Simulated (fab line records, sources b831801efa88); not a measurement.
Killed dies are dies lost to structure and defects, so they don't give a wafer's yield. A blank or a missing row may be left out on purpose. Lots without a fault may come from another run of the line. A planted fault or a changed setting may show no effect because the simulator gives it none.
Which tool did it? | flow sky130 | 14 lots, 42 wafers sampled, at 5 steps of a route of 708

WHAT THE GAUGES READ, wafer by wafer
SKY_VT_ADJUST_NCORE_TW_MEAS_11.
lot  | measured     | on            | VT_ADJUST_NCORE_TW
L359 | day 8 11:26  | film_metro-03 | 216.4 217.6 217.4
L361 | day 9 07:16  | film_metro-04 | 214.9 216.0 215.9
L362 | day 9 08:56  | film_metro-01 | 217.7 219.0 217.7
L363 | day 9 15:15  | film_metro-01 | 217.0 217.2 218.3
L364 | day 10 01:25 | film_metro-04 | 215.9 216.9 216.8
L369 | day 11 10:26 | film_metro-03 | 218.7 218.5 218.7
L370 | day 11 15:24 | film_metro-04 | 215.9 216.0 215.7
L371 | day 11 20:20 | film_metro-04 | 216.4 214.8 216.1
L376 | day 13 19:45 | film_metro-03 | 218.9 220.1 218.8
L378 | day 14 14:18 | film_metro-04 | 214.9 214.4 216.0
L379 | day 14 18:54 | film_metro-04 | 214.1 214.6 213.2
L380 | day 14 20:00 | film_metro-01 | 218.7 216.1 217.5
L381 | day 15 01:40 | film_metro-04 | 214.5 214.0 216.3
L382 | day 15 14:03 | film_metro-03 | 217.0 216.6 217.6

SKY_VT_ADJUST_HVTR_OVL_MEAS_08.
lot  | measured     | on         | VT_ADJUST_HVTR_OVL (nm)
L359 | day 9 08:05  | overlay-02 | 0.3 0.6 -0.3
L361 | day 10 05:03 | overlay-01 | -2.2 -0.3 -1.6
L362 | day 10 06:54 | overlay-01 | -0.1 0.8 -0.4
L363 | day 10 13:30 | overlay-01 | 0.5 -0.5 -1.0
L364 | day 11 00:13 | overlay-02 | 0.4 0.1 -0.1
L369 | day 12 10:08 | overlay-01 | -0.5 -1.4 -2.2
L370 | day 12 15:36 | overlay-01 | 0.4 2.5 2.9
L371 | day 12 20:36 | overlay-01 | 1.5 0.7 -0.2
L376 | day 14 21:58 | overlay-02 | -0.1 -1.5 -0.6
L378 | day 15 17:16 | overlay-01 | -0.2 -0.2 0.8
L379 | day 15 22:18 | overlay-02 | 1.1 -0.3 0.4
L380 | day 15 23:50 | overlay-01 | -0.8 2.0 2.4
L381 | day 16 04:53 | overlay-02 | 3.3 1.1 1.5
L382 | day 16 17:43 | overlay-01 | 0.2 1.2 2.7

SKY_SONOS_ONO_CD_MEAS_13: target cd 410 nm.
lot  | measured     | on        | cd_nm (nm)
L359 | day 12 12:29 | cd_sem-02 | 411.2 412.2 411.1
L361 | day 13 11:23 | cd_sem-02 | 408.3 409.2 410.8
L362 | day 13 14:36 | cd_sem-01 | 413.1 415.5 413.3
L363 | day 13 20:17 | cd_sem-01 | 409.1 410.8 411.1
L364 | day 14 05:33 | cd_sem-01 | 414.4 414.6 414.6
L369 | day 15 21:47 | cd_sem-02 | 411.3 409.6 408.1
L370 | day 16 04:25 | cd_sem-01 | 408.8 406.9 407.3
L371 | day 16 11:12 | cd_sem-01 | 409.3 409.2 412.0
L376 | day 18 19:31 | cd_sem-02 | 414.6 413.3 413.2
L378 | day 19 15:20 | cd_sem-02 | 409.7 408.9 407.6
L379 | day 19 16:32 | cd_sem-01 | 409.8 409.0 409.1
L380 | day 19 20:42 | cd_sem-01 | 397.5 372.1 384.6
L381 | day 20 03:33 | cd_sem-02 | 384.5 366.5 362.3
L382 | day 20 16:08 | cd_sem-01 | 412.2 413.8 413.1

SKY_GATE_OXIDE_THK_MEAS_02.
lot  | measured     | on            | GATE_OXIDE_OXIDATION_00_THK (nm)
L359 | day 12 16:04 | film_metro-01 | 10.01 9.96 9.96
L361 | day 13 13:40 | film_metro-01 | 10.46 10.32 10.28
L362 | day 13 18:02 | film_metro-02 | 10.34 10.14 10.03
L363 | day 13 23:37 | film_metro-04 | 10.23 10.35 10.09
L364 | day 14 09:59 | film_metro-01 | 10.53 10.42 10.45
L369 | day 16 00:31 | film_metro-04 | 10.68 10.64 10.58
L370 | day 16 07:15 | film_metro-02 | 10.54 10.49 10.49
L371 | day 16 15:58 | film_metro-04 | 10.50 10.49 10.41
L376 | day 18 21:23 | film_metro-01 | 10.15 10.21 10.53
L378 | day 19 17:55 | film_metro-01 | 10.44 10.42 10.54
L379 | day 19 18:37 | film_metro-01 | 10.24 10.20 10.15
L380 | day 19 22:35 | film_metro-04 | 10.48 10.33 10.42
L381 | day 20 05:25 | film_metro-04 | 10.37 10.31 10.45
L382 | day 20 18:01 | film_metro-04 | 10.57 10.32 10.25

WHICH TOOL RAN EACH LOT (tool, then ch and the chambers of the sampled wafers, then the start)
lot  | SKY_SONOS_ONO_EXPOSE_10
L359 | iline_stepper-01 ch 0, day 12 00:03
L361 | iline_stepper-02 ch 0, day 12 22:09
L362 | iline_stepper-01 ch 0, day 13 01:43
L363 | iline_stepper-01 ch 0, day 13 08:02
L364 | iline_stepper-02 ch 0, day 13 17:16
L369 | iline_stepper-02 ch 0, day 15 07:48
L370 | iline_stepper-02 ch 0, day 15 14:34
L371 | iline_stepper-01 ch 0, day 15 21:55
L376 | iline_stepper-01 ch 0, day 18 04:34
L378 | iline_stepper-02 ch 0, day 18 23:38
L379 | iline_stepper-02 ch 0, day 19 00:44
L380 | iline_stepper-01 ch 0, day 19 04:24
L381 | iline_stepper-01 ch 0, day 19 12:31
L382 | iline_stepper-02 ch 0, day 20 01:07
- SKY_SONOS_ONO_EXPOSE_10: exposes mask ONOM, target cd 410 nm.

WHAT THE TOOLS THEMSELVES READ (means of the sampled wafers that have a number; where no wafer has one, the mark that the record gives instead)
The record holds no such reading with a usual standard deviation.

THE ANSWER, worked out from the rows above alone
Rule: what is usual is taken from the lots themselves. Put in order of their means at a reading, lots are off if they are a third of the lots or fewer, leave a main group of 4 or more, and stand apart from it by a gap of 3 or more times the standard deviation of the main group's means; of several such gaps the widest counts. A main group whose means are all the same, to the digits that the tables above print for the reading, isn't used. A lot without any number at a reading at which 4 lots or more have one is off too. The other lots that the step has rows for count as sound. The gauges are gone through in route order, then the tools' own readings, and for those a lot's mean is taken as printed above. The first step at which some lot is off is used, and at that step the reading that is off furthest; a lot without a number counts as furthest.
Off: L380, L381, at SKY_SONOS_ONO_CD_MEAS_13 (cd_nm). The main group: mean 411.0 nm, standard deviation 2.2.
A tool fits if, at a process step before that reading, it ran every lot that is off, and no sound lot after the first of them. The gauges at SKY_SONOS_ONO_CD_MEAS_13 are tried like those tools. One fits: iline_stepper-01 at SKY_SONOS_ONO_EXPOSE_10. Its last sound lot is L376 (day 18 04:34), its first lot that is off L380 (day 19 04:24): a fault that began between those two fits.

WHAT THE SIMULATOR HAD PUT IN
Process parameter drift: iline_stepper-01, from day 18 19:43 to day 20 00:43, at SKY_SONOS_ONO_EXPOSE_10. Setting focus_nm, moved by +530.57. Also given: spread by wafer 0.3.
Lots struck among those shown: L380, L381. The rule above found the same.
